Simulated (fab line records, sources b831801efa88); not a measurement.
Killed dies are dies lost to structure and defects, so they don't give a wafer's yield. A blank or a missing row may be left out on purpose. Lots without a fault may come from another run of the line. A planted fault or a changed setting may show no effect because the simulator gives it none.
Chamber matching | flow gf180mcu | GF_M5_STRIP_12 on wet_bench-02: 3 sister chambers
The step strips in post etch residue remover, time 1200 s. 6 wafers are shown with their chamber, then 4 later ones without.

WAFERS WITH THEIR CHAMBER
wafer  | chamber | temp_c (C)
L453.2 | 1       | 72.52
L453.5 | 1       | 72.50
L457.4 | 0       | 72.29
L457.5 | 0       | 72.37
L466.2 | 2       | 72.34
L466.3 | 2       | 72.44

WAFERS WITHOUT THEIR CHAMBER
wafer  | temp_c (C)
L466.5 | 72.40
L467.2 | 72.68
L467.3 | 72.72
L467.6 | 72.69

WHICH CHAMBER EACH WENT THROUGH
wafer  | from the rows above          | in truth
L466.5 | can't be placed: 2 or 0 or 1 | 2
L467.2 | 1                            | 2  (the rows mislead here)
L467.3 | 1                            | 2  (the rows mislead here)
L467.6 | 1                            | 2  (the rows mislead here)
Placed correctly: 0 of 4. Can't be placed from these rows: 1 (the true chamber is among the candidates in 1). Placed wrongly: 3.
How it was worked out, from the rows above alone: a wafer's distance from a chamber is the root of the sum, over the readings, of the square of ((its reading less the chamber's mean) divided by the reading's scatter). The wafer belongs to the nearest chamber; if the next one is less than 2 further off, it can't be placed. A chamber's mean is the mean of its shown wafers. The scatter: the root of (the sum of the squares of (reading less its chamber's mean) over the shown wafers, divided by (wafers less chambers)).
